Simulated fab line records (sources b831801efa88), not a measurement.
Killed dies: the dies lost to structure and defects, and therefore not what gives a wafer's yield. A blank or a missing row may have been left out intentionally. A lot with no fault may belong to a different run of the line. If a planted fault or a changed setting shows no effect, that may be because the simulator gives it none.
fab line records | flow sky130 | part 2 of 2: steps 31 to 44 of 44
[record] lots = 5 | wafers = 15 | last-day = 49
route steps=708 shown POLY_GATE@236 LDD_N@237 LDD_P@255 LDD_HVN@267 LDD_HVP@278
lots that met no fault: from a run of the same line without faults
start-h: start of the lot's first displayed wafer, in hours after the record's first day | wait-h: hours since the lot's step before | " same as the row above | L1.1+2: one row covering several wafers at once | - no value present, or no start provided | * or withheld: withheld | < > ~ a bound
route shown NAME@n: a module of which the file shows steps, and the number in the route of the first | usual: the fault-free wafers' mean and standard deviation | same: alike in all rows | chamber/n: place in a boat | sites: per-site readings | _std_site: how widely they spread, as a standard deviation | _edge_site: outer sites' mean less inner sites' | radius-mm: how far each site lies from the wafer's centre | mask NAME#n: copy n | behind: the most recent tool/chamber to have shaped the wafer | hold: what put the lot on hold/how long, in hours/how the hold closed | device: names the non-switching transistor (n, p or np) | end of line: tests of these same wafers at the route's end | a step without rows: its recipe alone | killed: not the wafer's yield, but the dies lost to structure and defects at the first sort | map: a wafer's dies, x killed, . not, _ none there
set.NAME: the setting that was run; set.NAME@STEP: the one run at that earlier step | model.NAME: the simulator's own value behind a step, which no gauge read
lots seen at some steps along the route; tables by step, rows by wafer
services: when a tool's chamber went out of use (start-h, in hours from the record's first day, below 0 if earlier), for how many hours, and the reason
[[steps]]
[step SKY_LDD_P_TW_MEAS_11]
[usual] LDD_P_TW = 640/7.5
lot.wafer | tool          | chamber | start-h | wait-h | LDD_P_TW
L076.2    | film-metro-01 | -       | 485.12  | 0.1    | 637
L076.3    | "             | -       | "       | "      | 633
L076.6    | "             | -       | "       | "      | 638
L074.2    | film-metro-01 | -       | 485.55  | 0.1    | 635
L074.4    | "             | -       | "       | "      | 633
L074.6    | "             | -       | "       | "      | 639
L077.3    | film-metro-01 | -       | 491.82  | 0.1    | 634
L077.5    | "             | -       | "       | "      | 637
L077.6    | "             | -       | "       | "      | 634
L080.1    | film-metro-03 | -       | 501.86  | 0.1    | 633
L080.2    | "             | -       | "       | "      | 632
L080.4    | "             | -       | "       | "      | 635
L089.4    | film-metro-02 | -       | 575.52  | 0.1    | 654
L089.5    | "             | -       | "       | "      | 651
L089.6    | "             | -       | "       | "      | 648
[step SKY_LDD_HVN_DEHYDRATE_00]
[recipe] temp-c = 200 | time-s = 60
lot.wafer  | tool           | chamber | start-h | wait-h
L076.2+3+6 | litho-track-01 | 0       | 499.98  | 14.8
L074.2+4+6 | litho-track-01 | 0       | 500.58  | 15.0
L077.3+5+6 | litho-track-02 | 0       | 506.89  | 15.1
L080.1+2+4 | litho-track-04 | 0       | 516.39  | 14.5
L089.4+5+6 | litho-track-01 | 0       | 589.43  | 13.9
[step SKY_LDD_HVN_HMDS_01]
[recipe] prime-time-s = 60 | prime-temp-c = 120
lot.wafer  | tool           | chamber | start-h | wait-h
L076.2+3+6 | litho-track-01 | 0       | 500.13  | 0.1
L074.2+4+6 | litho-track-01 | 0       | 500.73  | 0.1
L077.3+5+6 | litho-track-02 | 0       | 507.04  | 0.1
L080.1+2+4 | litho-track-04 | 0       | 516.54  | 0.1
L089.4+5+6 | litho-track-01 | 0       | 589.58  | 0.1
[step SKY_LDD_HVN_COAT_02]
[recipe] resist = NOVOLAK | spin-rpm = 3000 | resist-thk-nm = 300
lot.wafer  | tool           | chamber | start-h | wait-h
L076.2+3+6 | litho-track-01 | 0       | 500.28  | 0.1
L074.2+4+6 | litho-track-01 | 0       | 500.88  | 0.1
L077.3+5+6 | litho-track-02 | 0       | 507.19  | 0.1
L080.1+2+4 | litho-track-04 | 0       | 516.69  | 0.1
L089.4+5+6 | litho-track-01 | 0       | 589.73  | 0.1
[step SKY_LDD_HVN_SOFTBAKE_03]
[recipe] temp-c = 90 | time-s = 60 | resist = NOVOLAK
lot.wafer  | tool           | chamber | start-h | wait-h
L076.2+3+6 | litho-track-01 | 0       | 500.43  | 0.1
L074.2+4+6 | litho-track-01 | 0       | 501.03  | 0.1
L077.3+5+6 | litho-track-02 | 0       | 507.34  | 0.1
L080.1+2+4 | litho-track-04 | 0       | 516.84  | 0.1
L089.4+5+6 | litho-track-01 | 0       | 589.88  | 0.1
[step SKY_LDD_HVN_EXPOSE_04]
[recipe] mask-id = HVNTM | na = 0.6 | source-shape = conventional | sigma-outer = 0.6 | polarization = unpolarized | target-cd-nm = 700 | dose-mj = 127
lot.wafer  | tool             | chamber | start-h | wait-h | mask
L076.2+3+6 | iline-stepper-02 | 0       | -       | -      | HVNTM#0
L074.2+4+6 | iline-stepper-01 | 0       | -       | -      | HVNTM#0
L077.3+5+6 | iline-stepper-02 | 0       | -       | -      | HVNTM#0
L080.1+2+4 | iline-stepper-01 | 0       | -       | -      | HVNTM#0
L089.4+5+6 | iline-stepper-01 | 0       | -       | -      | HVNTM#0
[step SKY_LDD_HVN_PEB_05]
[recipe] temp-c = withheld | time-s = * | resist = NOVOLAK
lot.wafer  | tool           | chamber | start-h | wait-h
L076.2+3+6 | litho-track-01 | 0       | -       | -
L074.2+4+6 | litho-track-02 | 0       | -       | -
L077.3+5+6 | litho-track-02 | 0       | -       | -
L080.1+2+4 | litho-track-04 | 0       | -       | -
L089.4+5+6 | litho-track-02 | 0       | -       | -
[step SKY_LDD_HVN_DEVELOP_06]
[recipe] resist = NOVOLAK | developer = TMAH | develop-time-s = 60 | dev-temp-c = 23
lot.wafer  | tool           | chamber | start-h | wait-h
L076.2+3+6 | litho-track-01 | 0       | 515.83  | 0.1
L074.2+4+6 | litho-track-02 | 0       | 516.42  | 0.1
L077.3+5+6 | litho-track-02 | 0       | 522.24  | 0.1
L080.1+2+4 | litho-track-04 | 0       | 531.64  | 0.1
L089.4+5+6 | litho-track-02 | 0       | 604.42  | 0.1
[step SKY_LDD_HVN_OVL_MEAS_07]
[usual] LDD_HVN_OVL = 0.9/1.5
lot.wafer | tool       | chamber | start-h | wait-h | LDD_HVN_OVL[nm]
L076.2    | overlay-02 | -       | 515.96  | 0.1    | 0.8
L076.3    | "          | -       | "       | "      | -0.1
L076.6    | "          | -       | "       | "      | 1.5
L074.2    | overlay-02 | -       | 516.55  | 0.1    | 2.9
L074.4    | "          | -       | "       | "      | 1.9
L074.6    | "          | -       | "       | "      | 5.5
L077.3    | overlay-02 | -       | 522.36  | 0.1    | 1.4
L077.5    | "          | -       | "       | "      | 2.0
L077.6    | "          | -       | "       | "      | 0.6
L080.1    | overlay-01 | -       | 531.79  | 0.1    | 1.4
L080.2    | "          | -       | "       | "      | 2.4
L080.4    | "          | -       | "       | "      | -1.0
L089.4    | overlay-02 | -       | 604.51  | 0.1    | 2.7
L089.5    | "          | -       | "       | "      | 1.7
L089.6    | "          | -       | "       | "      | 1.2
[step SKY_LDD_HVN_IMPLANT_08]
[recipe] species = P | energy-kev = 60 | dose-cm2 = 3e+13 | tilt-deg = 40
[usual] dose-ions-cm2 = 2.999e+13/3.4e+10 | tilt-deg = 39.998/0.02
lot.wafer | tool         | chamber | start-h | wait-h | dose-ions-cm2 | tilt-deg
L076.2    | implanter-04 | 0       | 516.01  | 0.0    | 2.999e+13     | 40.009
L076.3    | "            | 0       | "       | "      | 3.001e+13     | 40.017
L076.6    | "            | 0       | "       | "      | 3.001e+13     | 39.994
L074.2    | implanter-04 | 0       | 516.61  | 0.0    | 3e+13         | 39.997
L074.4    | "            | 0       | "       | "      | 2.994e+13     | 39.977
L074.6    | "            | 0       | "       | "      | 2.995e+13     | 40.038
L077.3    | implanter-02 | 0       | 522.43  | 0.1    | 2.994e+13     | 40.010
L077.5    | "            | 0       | "       | "      | 2.989e+13     | 40.005
L077.6    | "            | 0       | "       | "      | 3.002e+13     | 39.991
L080.1    | implanter-02 | 0       | 531.83  | 0.0    | 3.004e+13     | 39.999
L080.2    | "            | 0       | "       | "      | 3e+13         | 40.006
L080.4    | "            | 0       | "       | "      | 3.004e+13     | 40.022
L089.4    | implanter-04 | 0       | 604.60  | 0.1    | 3.001e+13     | 40.007
L089.5    | "            | 0       | "       | "      | 2.997e+13     | 40.015
L089.6    | "            | 0       | "       | "      | 3.003e+13     | 40.000
[step SKY_LDD_HVN_STRIP_09]
[recipe] chemistry = O2/N2 | power-w = 1400 | pressure-mtorr = 1500 | platen-temp-c = withheld | o2-flow-sccm = 3000 | n2-flow-sccm = 300 | overash-fraction = 0.5
[usual] drypump-motor-current-A = 6.0/0.47 | oes-product-au = 0.408/0.0049 | strip-time-to-endpoint-s = 4.137/0.016
lot.wafer | tool            | chamber | start-h | wait-h | drypump-motor-current-A | oes-product-au | rf-hours-counter-h | strip-time-to-endpoint-s
L076.2    | plasma-asher-04 | 1       | 516.14  | 0.1    | 6.8                     | 0.410          | 80                 | 4.126
L076.3    | "               | 1       | "       | "      | 6.8                     | 0.404          | -                  | 4.150
L076.6    | "               | 1       | "       | "      | 6.8                     | 0.399          | -                  | 4.152
L074.2    | plasma-asher-03 | 0       | 516.73  | 0.1    | 5.5                     | 0.401          | 68                 | 4.103
L074.4    | "               | 0       | "       | "      | 5.5                     | 0.410          | -                  | 4.121
L074.6    | "               | 0       | "       | "      | 5.5                     | 0.412          | -                  | 4.105
L077.3    | plasma-asher-03 | 1       | 522.56  | 0.1    | 5.5                     | 0.408          | -                  | 4.163
L077.5    | "               | 1       | "       | "      | 5.6                     | 0.406          | -                  | 4.168
L077.6    | "               | 0       | "       | "      | 5.5                     | 0.402          | -                  | 4.146
L080.1    | plasma-asher-03 | 0       | 531.98  | 0.1    | 5.5                     | 0.404          | 70                 | 4.138
L080.2    | "               | 1       | "       | "      | 5.6                     | 0.401          | 70                 | 4.115
L080.4    | "               | 1       | "       | "      | 5.6                     | 0.400          | -                  | 4.132
L089.4    | plasma-asher-04 | 0       | 604.71  | 0.1    | 6.3                     | 0.414          | -                  | 4.137
L089.5    | "               | 0       | "       | "      | 6.3                     | 0.402          | -                  | 4.141
L089.6    | "               | 1       | "       | "      | 6.8                     | 0.410          | -                  | 4.134
[step SKY_LDD_HVN_TW_MEAS_10]
[usual] LDD_HVN_TW = 1438/19
lot.wafer | tool          | chamber | start-h | wait-h | LDD_HVN_TW
L076.2    | film-metro-01 | -       | 516.25  | 0.1    | 1428
L076.3    | "             | -       | "       | "      | 1436
L076.6    | "             | -       | "       | "      | 1431
L074.2    | film-metro-04 | -       | 516.84  | 0.1    | 1407
L074.4    | "             | -       | "       | "      | 1414
L074.6    | "             | -       | "       | "      | 1412
L077.3    | film-metro-04 | -       | 522.65  | 0.1    | 1418
L077.5    | "             | -       | "       | "      | 1416
L077.6    | "             | -       | "       | "      | 1405
L080.1    | film-metro-01 | -       | 532.08  | 0.1    | 1442
L080.2    | "             | -       | "       | "      | 1442
L080.4    | "             | -       | "       | "      | 1434
L089.4    | film-metro-04 | -       | 604.81  | 0.1    | 1417
L089.5    | "             | -       | "       | "      | 1417
L089.6    | "             | -       | "       | "      | 1425
[step SKY_LDD_HVP_DEHYDRATE_00]
[recipe] temp-c = 200 | time-s = 60
lot.wafer  | tool           | chamber | start-h | wait-h
L076.2+3+6 | litho-track-02 | 0       | 530.82  | 14.6
L074.2+4+6 | litho-track-03 | 0       | 531.57  | 14.7
L077.3+5+6 | litho-track-03 | 0       | 537.45  | 14.8
L080.1+2+4 | litho-track-03 | 0       | 546.60  | 14.5
L089.4+5+6 | litho-track-02 | 0       | 618.47  | 13.6
[step SKY_LDD_HVP_HMDS_01]
[recipe] prime-time-s = 60 | prime-temp-c = 120
lot.wafer  | tool           | chamber | start-h | wait-h
L076.2+3+6 | litho-track-02 | 0       | 530.97  | 0.1
L074.2+4+6 | litho-track-03 | 0       | 531.72  | 0.1
L077.3+5+6 | litho-track-03 | 0       | 537.60  | 0.1
L080.1+2+4 | litho-track-03 | 0       | 546.75  | 0.1
L089.4+5+6 | litho-track-02 | 0       | 618.62  | 0.1
[[services]]
tool             | chamber | start-h | hours | kind
iline-stepper-01 | -       | 417.13  | 10.2  | repair
implanter-03     | -       | 420.27  | 2.6   | repair
implanter-02     | -       | 421.04  | 5.5   | pm
plasma-asher-01  | -       | 421.25  | 9.0   | pm
implanter-02     | -       | 426.88  | 1.3   | repair
iline-stepper-02 | -       | 427.38  | 8.9   | pm
iline-stepper-02 | -       | 429.16  | 9.2   | repair
implanter-03     | -       | 432.23  | 0.6   | repair
implanter-03     | -       | 444.56  | 6.1   | pm
plasma-asher-03  | -       | 448.55  | 0.5   | repair
implanter-02     | -       | 460.19  | 5.1   | repair
implanter-03     | -       | 474.51  | 1.1   | repair
implanter-03     | -       | 476.59  | 5.5   | repair
plasma-asher-04  | -       | 493.65  | 2.4   | repair
iline-stepper-01 | -       | 495.34  | 1.7   | pm
plasma-asher-01  | -       | 502.89  | 5.2   | repair
implanter-01     | -       | 503.08  | 33.0  | repair
iline-stepper-02 | -       | 538.45  | 8.3   | repair
litho-track-01   | -       | 542.27  | -     | consumable-replace:filter
implanter-03     | -       | 569.28  | 3.5   | pm
plasma-asher-01  | -       | 574.63  | 5.2   | repair
implanter-04     | -       | 586.65  | 4.5   | pm
implanter-04     | -       | 597.03  | 2.0   | repair
litho-track-04   | -       | 617.88  | -     | consumable-replace:filter
